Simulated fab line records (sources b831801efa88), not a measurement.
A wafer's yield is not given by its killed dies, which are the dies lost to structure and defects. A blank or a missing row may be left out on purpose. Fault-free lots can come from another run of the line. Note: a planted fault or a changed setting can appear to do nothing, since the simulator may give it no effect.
Which tool was responsible? :: flow sky130 :: 72 wafers from 24 lots sampled at 4 of the route's 708 steps

## WHAT EACH GAUGE READ, for each wafer
SKY_VIA2_CD_MEAS_12: the cd target is 200 nm.
lot: L074
measured: day 37 02:16
on: cd sem-02
cd nm (nm): 200.1 199.2 197.9

lot: L075
measured: day 37 15:08
on: cd sem-01
cd nm (nm): 199.9 201.2 199.0

lot: L076
measured: day 37 19:43
on: cd sem-01
cd nm (nm): 200.1 199.6 200.2

lot: L077
measured: day 38 01:14
on: cd sem-02
cd nm (nm): 200.2 199.5 198.4

lot: L078
measured: day 38 21:44
on: cd sem-01
cd nm (nm): 198.9 197.7 200.6

lot: L079
measured: day 39 02:11
on: cd sem-02
cd nm (nm): 199.1 200.1 199.7

lot: L080
measured: day 39 07:58
on: cd sem-02
cd nm (nm): 200.7 200.0 201.4

lot: L081
measured: day 39 11:16
on: cd sem-01
cd nm (nm): 197.8 198.3 200.1

lot: L082
measured: day 40 01:55
on: cd sem-01
cd nm (nm): 201.4 201.2 201.2

lot: L083
measured: day 40 04:20
on: cd sem-01
cd nm (nm): 200.7 200.3 198.4

lot: L084
measured: day 40 06:34
on: cd sem-01
cd nm (nm): 199.6 199.6 198.8

lot: L085
measured: day 40 10:29
on: cd sem-01
cd nm (nm): 198.8 198.6 201.2

lot: L086
measured: day 40 23:27
on: cd sem-01
cd nm (nm): 197.9 197.6 198.9

lot: L087
measured: day 41 09:01
on: cd sem-02
cd nm (nm): 199.1 198.7 197.9

lot: L088
measured: day 41 06:56
on: cd sem-02
cd nm (nm): 199.4 200.5 200.1

lot: L089
measured: day 41 09:23
on: cd sem-02
cd nm (nm): 200.3 202.8 201.5

lot: L090
measured: day 41 18:28
on: cd sem-02
cd nm (nm): 202.8 202.3 201.3

lot: L091
measured: day 41 22:34
on: cd sem-01
cd nm (nm): 198.6 199.4 197.3

lot: L092
measured: day 42 05:25
on: cd sem-01
cd nm (nm): 199.2 200.6 200.3

lot: L093
measured: day 42 12:34
on: cd sem-02
cd nm (nm): 200.7 200.5 200.1

lot: L094
measured: day 42 15:38
on: cd sem-02
cd nm (nm): 201.8 200.6 200.7

lot: L095
measured: day 42 22:23
on: cd sem-02
cd nm (nm): 196.9 199.5 198.4

lot: L096
measured: day 43 07:01
on: cd sem-02
cd nm (nm): 200.7 202.0 200.6

lot: L097
measured: day 43 16:17
on: cd sem-02
cd nm (nm): 197.9 196.8 200.3

SKY_VIA3_BOW_MEAS_03.
lot: L074
measured: day 39 11:02
on: film metro-02
VIA3_BOW (um): 75 78 86

lot: L075
measured: day 39 22:57
on: film metro-03
VIA3_BOW (um): 93 89 79

lot: L076
measured: day 40 03:11
on: film metro-04
VIA3_BOW (um): 83 83 92

lot: L077
measured: day 40 08:52
on: film metro-03
VIA3_BOW (um): 83 85 88

lot: L078
measured: day 41 04:22
on: film metro-02
VIA3_BOW (um): 79 79 84

lot: L079
measured: day 41 09:48
on: film metro-03
VIA3_BOW (um): 75 74 73

lot: L080
measured: day 41 14:34
on: film metro-02
VIA3_BOW (um): 73 67 68

lot: L081
measured: day 41 17:06
on: film metro-04
VIA3_BOW (um): 83 71 77

lot: L082
measured: day 42 08:28
on: film metro-04
VIA3_BOW (um): 89 83 78

lot: L083
measured: day 42 10:25
on: film metro-04
VIA3_BOW (um): 75 84 69

lot: L084
measured: day 42 12:26
on: film metro-04
VIA3_BOW (um): 88 82 81

lot: L085
measured: day 42 16:04
on: film metro-04
VIA3_BOW (um): 87 93 78

lot: L086
measured: day 43 04:27
on: film metro-03
VIA3_BOW (um): 89 79 97

lot: L087
measured: day 43 13:58
on: film metro-02
VIA3_BOW (um): 76 83 77

lot: L088
measured: day 43 12:19
on: film metro-04
VIA3_BOW (um): 85 81 72

lot: L089
measured: day 43 14:52
on: film metro-02
VIA3_BOW (um): 67 72 70

lot: L090
measured: day 43 21:37
on: film metro-04
VIA3_BOW (um): 90 70 88

lot: L091
measured: day 44 01:47
on: film metro-04
VIA3_BOW (um): 90 91 81

lot: L092
measured: day 44 10:17
on: film metro-04
VIA3_BOW (um): 84 79 84

lot: L093
measured: day 44 16:20
on: film metro-03
VIA3_BOW (um): 72 67 87

lot: L094
measured: day 44 19:36
on: film metro-04
VIA3_BOW (um): 89 68 77

lot: L095
measured: day 45 00:38
on: film metro-03
VIA3_BOW (um): 77 81 80

lot: L096
measured: day 45 09:55
on: film metro-03
VIA3_BOW (um): 81 82 72

lot: L097
measured: day 45 19:32
on: film metro-02
VIA3_BOW (um): 75 73 88

## WHICH TOOL RAN EACH LOT (tool, then ch and the chambers of the sampled wafers, then the start)
lot: L074
SKY_FIELD_ISO_STRIP_16: plasma asher-01 ch 0,1, day 2 06:52
SKY_CONTACT_CMP_27: cmp-02 ch 1,2, day 32 09:40

lot: L075
SKY_FIELD_ISO_STRIP_16: plasma asher-04 ch 0,1, day 2 11:07
SKY_CONTACT_CMP_27: cmp-01 ch 0,1,3, day 32 18:19

lot: L076
SKY_FIELD_ISO_STRIP_16: plasma asher-04 ch 0,1, day 2 16:28
SKY_CONTACT_CMP_27: cmp-02 ch 0,1,2, day 33 01:46

lot: L077
SKY_FIELD_ISO_STRIP_16: plasma asher-04 ch 0,1, day 2 23:29
SKY_CONTACT_CMP_27: cmp-02 ch 0,1,2, day 33 08:06

lot: L078
SKY_FIELD_ISO_STRIP_16: plasma asher-03 ch 0,1, day 3 07:20
SKY_CONTACT_CMP_27: cmp-01 ch 1,2,3, day 34 03:25

lot: L079
SKY_FIELD_ISO_STRIP_16: plasma asher-01 ch 0,1, day 3 10:58
SKY_CONTACT_CMP_27: cmp-01 ch 0,3, day 34 09:22

lot: L080
SKY_FIELD_ISO_STRIP_16: plasma asher-04 ch 1, day 3 13:20
SKY_CONTACT_CMP_27: cmp-01 ch 0,2,3, day 34 17:37

lot: L081
SKY_FIELD_ISO_STRIP_16: plasma asher-03 ch 1, day 3 19:53
SKY_CONTACT_CMP_27: cmp-01 ch 1,3, day 34 19:22

lot: L082
SKY_FIELD_ISO_STRIP_16: plasma asher-04 ch 0,1, day 4 00:25
SKY_CONTACT_CMP_27: cmp-02 ch 1,2,3, day 35 11:05

lot: L083
SKY_FIELD_ISO_STRIP_16: plasma asher-04 ch 1, day 4 06:35
SKY_CONTACT_CMP_27: cmp-01 ch 2,3, day 35 13:04

lot: L084
SKY_FIELD_ISO_STRIP_16: plasma asher-04 ch 0,1, day 4 12:49
SKY_CONTACT_CMP_27: cmp-01 ch 0,2,3, day 35 15:04

lot: L085
SKY_FIELD_ISO_STRIP_16: plasma asher-01 ch 0,1, day 4 18:50
SKY_CONTACT_CMP_27: cmp-02 ch 0,1,3, day 35 21:11

lot: L086
SKY_FIELD_ISO_STRIP_16: plasma asher-04 ch 0,1, day 4 22:43
SKY_CONTACT_CMP_27: cmp-02 ch 0,1,3, day 36 11:25

lot: L087
SKY_FIELD_ISO_STRIP_16: plasma asher-01 ch 0,1, day 5 02:52
SKY_CONTACT_CMP_27: cmp-02 ch 1,2,3, day 36 18:48

lot: L088
SKY_FIELD_ISO_STRIP_16: plasma asher-03 ch 0,1, day 5 07:19
SKY_CONTACT_CMP_27: cmp-02 ch 0,2,3, day 36 17:25

lot: L089
SKY_FIELD_ISO_STRIP_16: plasma asher-04 ch 0,1, day 5 12:47
SKY_CONTACT_CMP_27: cmp-02 ch 1,2,3, day 36 19:29

lot: L090
SKY_FIELD_ISO_STRIP_16: plasma asher-04 ch 0,1, day 5 17:29
SKY_CONTACT_CMP_27: cmp-01 ch 1,2,3, day 37 07:20

lot: L091
SKY_FIELD_ISO_STRIP_16: plasma asher-03 ch 1, day 5 23:20
SKY_CONTACT_CMP_27: cmp-02 ch 1,2, day 37 11:31

lot: L092
SKY_FIELD_ISO_STRIP_16: plasma asher-01 ch 0,1, day 6 05:17
SKY_CONTACT_CMP_27: cmp-02 ch 1,2,3, day 37 19:33

lot: L093
SKY_FIELD_ISO_STRIP_16: plasma asher-01 ch 0,1, day 6 10:52
SKY_CONTACT_CMP_27: cmp-01 ch 0,2,3, day 38 00:53

lot: L094
SKY_FIELD_ISO_STRIP_16: plasma asher-04 ch 0,1, day 6 14:47
SKY_CONTACT_CMP_27: cmp-01 ch 0,1,2, day 38 06:48

lot: L095
SKY_FIELD_ISO_STRIP_16: plasma asher-01 ch 0,1, day 6 19:58
SKY_CONTACT_CMP_27: cmp-01 ch 1,2,3, day 38 12:38

lot: L096
SKY_FIELD_ISO_STRIP_16: plasma asher-01 ch 0,1, day 7 01:16
SKY_CONTACT_CMP_27: cmp-02 ch 0,1,3, day 38 21:16

lot: L097
SKY_FIELD_ISO_STRIP_16: plasma asher-01 ch 0,1, day 7 06:08
SKY_CONTACT_CMP_27: cmp-02 ch 1,2,3, day 39 07:19
- SKY_FIELD_ISO_STRIP_16: strips in O2/N2.
- SKY_CONTACT_CMP_27: polishes, stops on SiO2, t overpolish 15 s, target thk 0 nm.

## WHAT THE TOOLS THEMSELVES READ (means of the sampled wafers that have a number; where no wafer has one, the mark that the record gives instead)
SKY_FIELD_ISO_STRIP_16.
lot: L074
tool: plasma asher-01
chamber pressure mTorr (mTorr): 1500.8
drypump motor current A (A): 5.2
oes product au (a.u.): 0.382
strip time to endpoint s (s): 3.59

lot: L075
tool: plasma asher-04
chamber pressure mTorr (mTorr): 1499.7
drypump motor current A (A): 5.9
oes product au (a.u.): 0.377
strip time to endpoint s (s): 3.59

lot: L076
tool: plasma asher-04
chamber pressure mTorr (mTorr): 1499.7
drypump motor current A (A): 5.9
oes product au (a.u.): 0.377
strip time to endpoint s (s): 3.52

lot: L077
tool: plasma asher-04
chamber pressure mTorr (mTorr): 1498.6
drypump motor current A (A): 5.9
oes product au (a.u.): 0.378
strip time to endpoint s (s): 3.55

lot: L078
tool: plasma asher-03
chamber pressure mTorr (mTorr): 1500.7
drypump motor current A (A): 5.3
oes product au (a.u.): 0.371
strip time to endpoint s (s): 3.51

lot: L079
tool: plasma asher-01
chamber pressure mTorr (mTorr): 1500.2
drypump motor current A (A): 5.2
oes product au (a.u.): 0.380
strip time to endpoint s (s): 3.59

lot: L080
tool: plasma asher-04
chamber pressure mTorr (mTorr): 1499.2
drypump motor current A (A): 5.9
oes product au (a.u.): 0.378
strip time to endpoint s (s): 3.60

lot: L081
tool: plasma asher-03
chamber pressure mTorr (mTorr): 1498.3
drypump motor current A (A): 5.3
oes product au (a.u.): 0.385
strip time to endpoint s (s): 3.55

lot: L082
tool: plasma asher-04
chamber pressure mTorr (mTorr): 1497.8
drypump motor current A (A): 5.9
oes product au (a.u.): 0.376
strip time to endpoint s (s): 3.58

lot: L083
tool: plasma asher-04
chamber pressure mTorr (mTorr): 1500.2
drypump motor current A (A): 5.8
oes product au (a.u.): 0.379
strip time to endpoint s (s): 3.58

lot: L084
tool: plasma asher-04
chamber pressure mTorr (mTorr): 1499.3
drypump motor current A (A): 5.9
oes product au (a.u.): 0.378
strip time to endpoint s (s): 3.53

lot: L085
tool: plasma asher-01
chamber pressure mTorr (mTorr): 1500.7
drypump motor current A (A): 5.2
oes product au (a.u.): 0.380
strip time to endpoint s (s): 3.61

lot: L086
tool: plasma asher-04
chamber pressure mTorr (mTorr): 1500.5
drypump motor current A (A): 5.9
oes product au (a.u.): 0.380
strip time to endpoint s (s): 3.51

lot: L087
tool: plasma asher-01
chamber pressure mTorr (mTorr): 1500.0
drypump motor current A (A): 5.2
oes product au (a.u.): 0.376
strip time to endpoint s (s): 3.56

lot: L088
tool: plasma asher-03
chamber pressure mTorr (mTorr): 1499.9
drypump motor current A (A): 5.3
oes product au (a.u.): 0.377
strip time to endpoint s (s): 3.53

lot: L089
tool: plasma asher-04
chamber pressure mTorr (mTorr): 1500.8
drypump motor current A (A): 5.9
oes product au (a.u.): 0.379
strip time to endpoint s (s): 3.56

lot: L090
tool: plasma asher-04
chamber pressure mTorr (mTorr): 1499.7
drypump motor current A (A): 5.9
oes product au (a.u.): 0.377
strip time to endpoint s (s): 3.56

lot: L091
tool: plasma asher-03
chamber pressure mTorr (mTorr): 1500.1
drypump motor current A (A): 5.3
oes product au (a.u.): 0.374
strip time to endpoint s (s): 3.48

lot: L092
tool: plasma asher-01
chamber pressure mTorr (mTorr): 1500.0
drypump motor current A (A): 5.2
oes product au (a.u.): 0.371
strip time to endpoint s (s): 3.52

lot: L093
tool: plasma asher-01
chamber pressure mTorr (mTorr): 1500.2
drypump motor current A (A): 5.2
oes product au (a.u.): 0.376
strip time to endpoint s (s): 3.55

lot: L094
tool: plasma asher-04
chamber pressure mTorr (mTorr): 1500.5
drypump motor current A (A): 5.9
oes product au (a.u.): 0.375
strip time to endpoint s (s): 3.48

lot: L095
tool: plasma asher-01
chamber pressure mTorr (mTorr): 1500.9
drypump motor current A (A): 5.2
oes product au (a.u.): 0.377
strip time to endpoint s (s): 3.50

lot: L096
tool: plasma asher-01
chamber pressure mTorr (mTorr): 1500.5
drypump motor current A (A): 5.2
oes product au (a.u.): 0.379
strip time to endpoint s (s): 3.60

lot: L097
tool: plasma asher-01
chamber pressure mTorr (mTorr): 1501.1
drypump motor current A (A): 5.2
oes product au (a.u.): 0.378
strip time to endpoint s (s): 3.51

SKY_CONTACT_CMP_27.
lot: L074
tool: cmp-02
motor current A (A): 11.4
overpolish run s (s): 15.011
platen rpm (rpm): 60.02
time to endpoint s (s): 79

lot: L075
tool: cmp-01
motor current A (A): 10.8
overpolish run s (s): 15.004
platen rpm (rpm): 59.98
time to endpoint s (s): 82

lot: L076
tool: cmp-02
motor current A (A): 10.6
overpolish run s (s): 15.001
platen rpm (rpm): 60.03
time to endpoint s (s): 81

lot: L077
tool: cmp-02
motor current A (A): 11.5
overpolish run s (s): 15.008
platen rpm (rpm): 60.00
time to endpoint s (s): 79

lot: L078
tool: cmp-01
motor current A (A): 10.7
overpolish run s (s): 14.998
platen rpm (rpm): 60.02
time to endpoint s (s): 83

lot: L079
tool: cmp-01
motor current A (A): 10.8
overpolish run s (s): 14.999
platen rpm (rpm): 59.98
time to endpoint s (s): 81

lot: L080
tool: cmp-01
motor current A (A): 10.6
overpolish run s (s): 14.995
platen rpm (rpm): 59.97
time to endpoint s (s): 80

lot: L081
tool: cmp-01
motor current A (A): 10.9
overpolish run s (s): 14.998
platen rpm (rpm): 59.98
time to endpoint s (s): 83

lot: L082
tool: cmp-02
motor current A (A): 11.1
overpolish run s (s): 14.989
platen rpm (rpm): 60.01
time to endpoint s (s): 82

lot: L083
tool: cmp-01
motor current A (A): 11.1
overpolish run s (s): 14.994
platen rpm (rpm): 60.03
time to endpoint s (s): 78

lot: L084
tool: cmp-01
motor current A (A): 10.6
overpolish run s (s): 14.992
platen rpm (rpm): 60.00
time to endpoint s (s): 82

lot: L085
tool: cmp-02
motor current A (A): 10.8
overpolish run s (s): 15.000
platen rpm (rpm): 59.98
time to endpoint s (s): 79

lot: L086
tool: cmp-02
motor current A (A): 11.1
overpolish run s (s): 15.002
platen rpm (rpm): 60.02
time to endpoint s (s): 83

lot: L087
tool: cmp-02
motor current A (A): 11.1
overpolish run s (s): 14.998
platen rpm (rpm): 60.05
time to endpoint s (s): 81

lot: L088
tool: cmp-02
motor current A (A): 11.4
overpolish run s (s): 15.003
platen rpm (rpm): 59.98
time to endpoint s (s): 84

lot: L089
tool: cmp-02
motor current A (A): 11.8
overpolish run s (s): 14.993
platen rpm (rpm): 59.97
time to endpoint s (s): 81

lot: L090
tool: cmp-01
motor current A (A): 10.6
overpolish run s (s): 14.997
platen rpm (rpm): 60.01
time to endpoint s (s): 84

lot: L091
tool: cmp-02
motor current A (A): 11.4
overpolish run s (s): 14.991
platen rpm (rpm): 59.98
time to endpoint s (s): 83

lot: L092
tool: cmp-02
motor current A (A): 11.3
overpolish run s (s): 14.999
platen rpm (rpm): 59.99
time to endpoint s (s): 83

lot: L093
tool: cmp-01
motor current A (A): 10.4
overpolish run s (s): 15.010
platen rpm (rpm): 59.99
time to endpoint s (s): 86

lot: L094
tool: cmp-01
motor current A (A): 10.4
overpolish run s (s): 14.997
platen rpm (rpm): 59.99
time to endpoint s (s): 85

lot: L095
tool: cmp-01
motor current A (A): 10.8
overpolish run s (s): 15.007
platen rpm (rpm): 60.01
time to endpoint s (s): 87

lot: L096
tool: cmp-02
motor current A (A): 10.9
overpolish run s (s): 14.994
platen rpm (rpm): 60.00
time to endpoint s (s): 76

lot: L097
tool: cmp-02
motor current A (A): 11.1
overpolish run s (s): 14.999
platen rpm (rpm): 60.03
time to endpoint s (s): 79

## THE ANSWER, worked out from the rows above alone
Rule: the lots themselves supply what counts as usual. The widest of any qualifying gaps counts: lots, ordered by their means at a reading, are off when they make up no more than a third of the lots, leave a main group of 4 or more, and stand apart from it by 3 or more times the standard deviation of that group's means. A main group is skipped when, at the precision printed for the reading in the tables above, its means are all equal. Also off: a lot with no number at a reading for which 4 or more lots have one. The other lots that the step has rows for count as sound. Order of review: gauges by route order, followed by the tools' own readings, for which a lot's mean as printed above is used. The first step at which some lot is off is used, and at that step the reading that is off furthest; a lot without a number counts as furthest.
Across all readings shown, no lot is off: no conclusion can be drawn from this.

## WHAT WAS PUT IN BY THE SIMULATOR
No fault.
